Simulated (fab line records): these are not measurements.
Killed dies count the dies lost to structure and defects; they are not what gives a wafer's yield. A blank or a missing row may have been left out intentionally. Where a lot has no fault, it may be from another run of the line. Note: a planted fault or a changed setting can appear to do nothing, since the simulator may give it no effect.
fab line records	flow sky130
[record] lots = 11	wafers = 31	lastDay = 50
route steps=708 shown FIELD_ISO@18 POLY_CUT@315 SD_N@351 VIA1@459
lots with no fault: from the same line, run without faults
startH: the number of hours between the record's first day and the start of the first shown wafer of the lot	waitH: hours elapsed since this lot's preceding step	" same as the row above	L1.1+2: a row that stands for several wafers	- no value, or no start given	* or withheld: withheld	< > ~ a bound
route shown NAME@n: a module of which the file shows steps, and the number in the route of the first	usual: mean/standard deviation of fault-free wafers	same: alike in all rows	chamber/n: place in a boat	sites: readings site by site	_std_site: standard deviation across them	_edge_site: the outer-site mean with the inner-site mean subtracted	radiusMm: for every site, how far away it sits from the centre of the wafer	mask NAME#n: copy n	behind: the last tool/chamber to shape the wafer	hold: why the lot was held/for how many hours/how that ended	device: which transistor (n, p or np) failed to switch	end of line: tests run on the same wafers once the route is complete	step lacking rows: just its recipe	killed: not the wafer's yield, but the dies lost to structure and defects at the first sort	map: per-die view of a wafer (x killed, . not killed, _ where there is no die)
set.NAME: the setting that was run; set.NAME@STEP: the one run at that earlier step	model.NAME: the simulator's own value behind a step, which no gauge read
a sample of lots followed through the steps of the route, with each step as a table and each wafer as a row
services: from which hour (startH, from the record's first day; less than 0 if before it) a tool's chamber was out of use, for how many hours, and why
[[steps]]
[step SKY_FIELD_ISO_ETCH_17]
[recipe] targetDepthA = 3420	maskMaterial = Si3N4	chemistry = HBr/Cl2/O2	target = Si	taperDeg = 5	icpW = 600	biasW = 150	pressureMtorr = 15	HBr_flow_sccm = 150	Cl2_flow_sccm = 40	O2_flow_sccm = 6	timeS = 97.7
[usual] drypumpMotorCurrentA = 5.8/0.39	oesProductAu = 1.001/0.011	throttleValvePct = 25.657/0.011
lot.wafer	tool	chamber	startH	waitH	drypumpMotorCurrentA	oesProductAu	rfHoursCounterH	throttleValvePct
L703.1	rieSi-02	2	29.29	0.1	5.8	1.013	4	25.661
L703.2	"	3	"	"	6.1	1.013	33	25.641
L703.6	"	3	"	"	6.1	1.004	-	25.651
L705.2	rieSi-02	1	39.88	0.1	5.8	1.002	3	25.660
L705.3	"	0	"	"	6.0	1.000	61	25.649
L705.4	"	2	"	"	5.7	1.002	4	25.644
L706.2	rieSi-01	0	45.38	0.1	5.5	0.999	132	25.667
L706.4	"	3	"	"	6.1	0.994	115	25.671
L706.5	"	3	"	"	6.2	0.985	-	25.664
L710.1	rieSi-01	0	64.70	0.1	5.5	0.998	132	25.657
L710.3	"	2	"	"	4.9	0.999	62	25.656
L710.4	"	1	"	"	6.0	1.014	0	25.639
L711.2	rieSi-01	1	72.84	0.1	6.0	1.022	0	25.639
L711.4	"	3	"	"	6.1	0.985	115	25.661
L711.5	"	2	"	"	4.8	1.003	-	25.670
L712.1	rieSi-02	3	78.74	0.1	6.1	1.025	33	25.638
L712.2	"	0	"	"	6.0	1.006	61	25.639
L712.6	"	0	"	"	6.0	1.003	-	25.662
L714.1	rieSi-02	3	89.65	0.1	6.1	1.008	33	25.660
L714.4	"	0	"	"	5.9	1.024	61	25.651
L714.5	"	1	"	"	5.8	0.978	-	25.667
L715.1	rieSi-01	1	94.08	0.1	5.9	1.011	1	25.657
L715.3	"	3	"	"	6.2	0.979	116	25.659
L715.6	"	3	"	"	6.2	0.975	-	25.674
L722.1	rieSi-02	0	131.05	0.1	6.0	1.003	61	25.658
L722.2	"	1	"	"	5.8	0.985	4	25.665
L724.1	rieSi-02	1	139.24	0.1	5.8	0.976	4	25.677
L724.6	"	3	"	"	6.1	1.012	-	25.643
L725.1	rieSi-02	3	143.90	0.1	6.1	1.006	34	25.657
L725.3	"	0	"	"	6.0	1.009	61	25.657
L725.5	"	0	"	"	6.0	1.007	-	25.668
[step SKY_POLY_CUT_CD_MEAS_08]
[recipe] targetCdNm = 270
[usual] cdNm = 269.4/1.5
lot.wafer	tool	chamber	startH	waitH	cdNm
L703.1	cdSem-01	-	553.82	-	269.0
L703.2	"	-	"	"	269.2
L703.6	"	-	"	"	269.8
L705.2	cdSem-01	-	572.19	-	269.4
L705.3	"	-	"	"	267.7
L705.4	"	-	"	"	267.0
L706.2	cdSem-02	-	584.40	-	269.5
L706.4	"	-	"	"	270.2
L706.5	"	-	"	"	269.7
L710.1	cdSem-02	-	622.82	-	269.0
L710.3	"	-	"	"	268.2
L710.4	"	-	"	"	268.9
L712.1	cdSem-01	-	636.77	-	268.2
L712.2	"	-	"	"	268.3
L712.6	"	-	"	"	270.3
L711.2	cdSem-02	-	642.44	-	269.7
L711.4	"	-	"	"	269.9
L711.5	"	-	"	"	270.6
L715.1	cdSem-01	-	661.22	-	270.4
L715.3	"	-	"	"	271.6
L715.6	"	-	"	"	269.7
L714.1	cdSem-02	-	666.60	-	269.2
L714.4	"	-	"	"	266.9
L714.5	"	-	"	"	267.0
L722.1	cdSem-01	-	720.47	-	269.4
L722.2	"	-	"	"	269.4
L724.1	cdSem-01	-	738.88	-	270.5
L724.6	"	-	"	"	270.6
L725.1	cdSem-02	-	758.92	-	267.3
L725.3	"	-	"	"	267.1
L725.5	"	-	"	"	268.3
[step SKY_SD_N_IMPLANT_09]
[recipe] species = As	energyKev = 50	doseCm2 = 4e+15	tiltDeg = 0
[usual] beamEnergyKeV = 50.001/0.016	beamOnS = 19.6/0.77	faradayCurrentUA = 11203/420
lot.wafer	tool	chamber	startH	waitH	beamEnergyKeV	beamOnS	faradayCurrentUA
L703.1	implanter-01	0	642.23	0.0	50.005	19.2	11440
L703.2	"	0	"	"	50.047	20.2	10886
L703.6	"	0	"	"	50.001	19.4	11280
L705.2	implanter-01	0	658.96	0.0	50.011	20.2	10904
L705.3	"	0	"	"	50.014	20.5	10680
L705.4	"	0	"	"	50.025	20.1	10915
L706.2	implanter-01	0	671.49	0.0	50.006	19.6	11198
L706.4	"	0	"	"	50.027	18.9	11618
L706.5	"	0	"	"	49.990	18.8	11647
L710.1	implanter-02	0	707.73	0.0	50.011	19.0	11537
L710.3	"	0	"	"	49.996	18.9	11646
L710.4	"	0	"	"	49.998	19.1	11491
L712.1	implanter-03	0	721.44	0.0	50.013	21.1	10404
L712.2	"	0	"	"	50.011	21.5	10253
L712.6	"	0	"	"	50.014	21.2	10378
L711.2	implanter-02	0	727.70	0.0	49.994	19.3	11425
L711.4	"	0	"	"	49.988	18.8	11631
L711.5	"	0	"	"	50.007	18.8	11627
L715.1	implanter-02	0	745.94	0.0	50.000	19.4	11281
L715.3	"	0	"	"	50.006	18.9	11588
L715.6	"	0	"	"	50.002	19.1	11496
L714.1	implanter-01	0	750.29	0.0	49.955	19.6	11151
L714.4	"	0	"	"	50.002	20.0	10946
L714.5	"	0	"	"	49.971	19.5	11226
L722.1	implanter-01	0	803.09	0.0	50.018	16.0	13692
L722.2	"	0	"	"	49.966	16.5	13321
L724.1	implanter-01	0	821.69	0.0	49.992	16.4	13400
L724.6	"	0	"	"	50.011	16.6	13190
L725.1	implanter-03	0	839.12	0.0	50.000	21.2	10330
L725.3	"	0	"	"	49.979	21.7	10103
L725.5	"	0	"	"	49.979	20.6	10651
[step SKY_SD_N_STRIP_11]
[recipe] chemistry = O2/N2	powerW = 1400	pressureMtorr = 1500	platenTempC = withheld	o2FlowSccm = 3000	n2FlowSccm = 300	overashFraction = 0.5
[usual] drypumpMotorCurrentA = 5.9/0.47	oesProductAu = 0.527/0.0047	stripTimeToEndpointS = 22.58/0.037
[same] overashFraction = 0.5
lot.wafer	tool	chamber	startH	waitH	drypumpMotorCurrentA	oesProductAu	rfHoursCounterH	stripTimeToEndpointS
L703.1	plasmaAsher-04	0	642.53	0.1	6.1	0.531	90	22.62
L703.2	"	1	"	"	6.1	0.530	90	22.57
L703.6	"	0	"	"	6.1	0.522	-	22.59
L705.2	plasmaAsher-03	0	659.24	0.1	5.9	0.524	55	22.54
L705.3	"	1	"	"	6.5	0.527	-	22.57
L705.4	"	0	"	"	5.8	0.527	-	22.60
L706.2	plasmaAsher-03	1	671.77	0.1	6.5	0.522	56	22.56
L706.4	"	1	"	"	6.5	0.515	-	22.57
L706.5	"	1	"	"	6.6	0.519	-	22.54
L710.1	plasmaAsher-03	1	708.03	0.1	6.5	0.535	60	22.62
L710.3	"	1	"	"	6.5	0.523	-	22.60
L710.4	"	0	"	"	5.9	0.538	-	22.65
L712.1	plasmaAsher-04	0	721.74	0.1	6.0	0.529	98	22.55
L712.2	"	1	"	"	6.0	0.530	98	22.56
L712.6	"	1	"	"	6.0	0.523	-	22.58
L711.2	plasmaAsher-01	0	727.98	0.1	5.2	0.538	30	22.62
L711.4	"	1	"	"	5.2	0.525	-	22.59
L711.5	"	1	"	"	5.2	0.526	-	22.56
L715.1	plasmaAsher-03	1	746.24	0.1	6.5	0.534	65	22.59
L715.3	"	0	"	"	5.9	0.529	-	22.59
L715.6	"	0	"	"	5.9	0.529	-	22.56
L714.1	plasmaAsher-03	1	750.59	0.1	6.5	0.528	65	22.52
L714.4	"	1	"	"	6.5	0.522	-	22.53
L714.5	"	1	"	"	6.5	0.517	-	22.53
L722.1	plasmaAsher-01	0	803.39	0.1	5.2	0.537	37	21.91
L722.2	"	1	"	"	5.2	0.529	37	21.87
L724.1	plasmaAsher-01	0	821.99	0.1	5.2	0.530	39	21.92
L724.6	"	0	"	"	5.2	0.538	-	21.88
L725.1	plasmaAsher-01	1	839.42	0.1	5.2	0.529	40	22.57
L725.3	"	1	"	"	5.2	0.527	-	22.56
L725.5	"	1	"	"	5.2	0.529	-	22.56
[step SKY_SD_N_RS_MEAS_16]
[recipe] thkMeasGauge = four-point-probe
[usual] SD_N_RS = 68.55/0.096
lot.wafer	tool	chamber	startH	waitH	SD_N_RS[ohm/sq]
L703.1	filmMetro-01	-	642.91	0.1	68.65
L703.2	"	-	"	"	68.45
L703.6	"	-	"	"	68.62
L705.2	filmMetro-04	-	659.64	0.1	68.62
L705.3	"	-	"	"	68.68
L705.4	"	-	"	"	68.49
L706.2	filmMetro-01	-	672.17	0.1	68.48
L706.4	"	-	"	"	68.56
L706.5	"	-	"	"	68.64
L710.1	filmMetro-01	-	708.42	0.1	68.61
L710.3	"	-	"	"	68.57
L710.4	"	-	"	"	68.47
L712.1	filmMetro-04	-	722.17	0.1	68.68
L712.2	"	-	"	"	68.76
L712.6	"	-	"	"	68.59
L711.2	filmMetro-01	-	728.38	0.1	68.62
L711.4	"	-	"	"	68.59
L711.5	"	-	"	"	68.50
L715.1	filmMetro-03	-	746.68	0.1	68.71
L715.3	"	-	"	"	68.52
L715.6	"	-	"	"	68.65
L714.1	filmMetro-04	-	750.97	0.1	68.57
L714.4	"	-	"	"	68.51
L714.5	"	-	"	"	68.60
L722.1	filmMetro-01	-	803.77	0.1	70.08
L722.2	"	-	"	"	70.26
L724.1	filmMetro-01	-	822.37	0.1	70.18
L724.6	"	-	"	"	70.14
L725.1	filmMetro-04	-	839.80	0.1	68.45
L725.3	"	-	"	"	68.44
L725.5	"	-	"	"	68.59
[step SKY_VIA1_THK_MEAS_01]
[recipe] reads = SiO2_of_VIA1_HDPCVD_00
[usual] VIA1_HDPCVD_THK = 1036/13
lot.wafer	tool	chamber	startH	waitH	VIA1_HDPCVD_THK[nm]
L703.1	filmMetro-03	-	763.51	0.1	1046
L703.2	"	-	"	"	1020
L703.6	"	-	"	"	1036
L705.2	filmMetro-04	-	777.08	0.1	1039
L705.3	"	-	"	"	1024
L705.4	"	-	"	"	1043
L706.2	filmMetro-04	-	789.87	0.1	1036
L706.4	"	-	"	"	1059
L706.5	"	-	"	"	1073
L710.1	filmMetro-01	-	825.80	0.1	1042
L710.3	"	-	"	"	1058
L710.4	"	-	"	"	1033
L712.1	filmMetro-01	-	837.02	0.1	1027
L712.2	"	-	"	"	1033
L712.6	"	-	"	"	1022
L711.2	filmMetro-04	-	843.52	0.1	1054
L711.4	"	-	"	"	1052
L711.5	"	-	"	"	1046
L715.1	filmMetro-03	-	858.92	0.1	1034
L715.3	"	-	"	"	1025
L715.6	"	-	"	"	1024
L714.1	filmMetro-01	-	864.98	0.1	1036
L714.4	"	-	"	"	1029
L714.5	"	-	"	"	1029
L722.1	filmMetro-03	-	915.00	0.1	1017
L722.2	"	-	"	"	1042
L724.1	filmMetro-04	-	933.24	0.1	1030
L724.6	"	-	"	"	1035
L725.1	filmMetro-01	-	948.91	0.1	1033
L725.3	"	-	"	"	1020
L725.5	"	-	"	"	1023
[[services]]
tool	chamber	startH	hours	kind
rieSi-02	0	79.29	4.9	repair
plasmaAsher-03	-	108.75	9.0	pm
plasmaAsher-03	-	154.01	2.8	pm
rieSi-02	0	200.91	7.7	repair
rieSi-02	-	235.94	0.3	repair
plasmaAsher-03	-	239.51	0.7	repair
implanter-01	-	256.39	4.1	repair
rieSi-02	-	258.48	14.6	pm
implanter-01	-	275.12	4.1	pm
rieSi-02	2	288.96	6.3	repair
rieSi-02	2	313.64	7.2	repair
implanter-01	-	375.54	2.7	pm
implanter-01	-	411.15	2.0	repair
rieSi-02	2	426.83	8.6	repair
rieSi-02	-	454.21	0.3	repair
rieSi-02	2	487.62	15.6	repair
implanter-01	-	506.08	17.3	repair
rieSi-02	-	561.74	4.0	repair
rieSi-02	0	577.69	2.6	repair
rieSi-02	-	601.99	2.8	pm
rieSi-02	0	637.77	2.7	repair
rieSi-02	3	695.32	4.9	repair
rieSi-02	3	731.91	6.4	repair
implanter-01	-	764.23	5.3	pm
[[key]]
[firstSign] step = SKY_SD_N_IMPLANT_09	reading = faradayCurrentUA	direction = up	sigmas = 5.2	usual = 11203	struck = 13401
[effect] step = SKY_SD_N_IMPLANT_09	reading = beamOnS	direction = down	sigmas = 4.2	usual = 19.6	struck = 16.4
[effect] step = SKY_SD_N_STRIP_11	reading = stripTimeToEndpointS	direction = down	sigmas = 18	usual = *	struck = *
[effect] step = SKY_SD_N_RS_MEAS_16	reading = SD_N_RS	direction = up	sigmas = 17	usual = 68.55	struck = 70.17
metAt SKY_SD_N_IMPLANT_09
struckLots L722,L724
testerLeftOut L722,L724
notActingAt SKY_FIELD_ISO_ETCH_17,SKY_POLY_CUT_CD_MEAS_08,SKY_VIA1_THK_MEAS_01
onsetBetween 750.29 803.09
[fault] kind = processParameterDrift	tool = implanter-01	chamber = -	onsetH = 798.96	steps = SKY_SD_N_IMPLANT_09	channel = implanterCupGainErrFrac	offset = 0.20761	shape = step	endH = 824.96
// testerLeftOut: of these lots the tester's yield and bins aren't shown, on N5 and GAA mostly nor the transistor test; their killed dies are dies lost to structure and defects alone, not to doping, threshold or leakage, so they don't give the yield
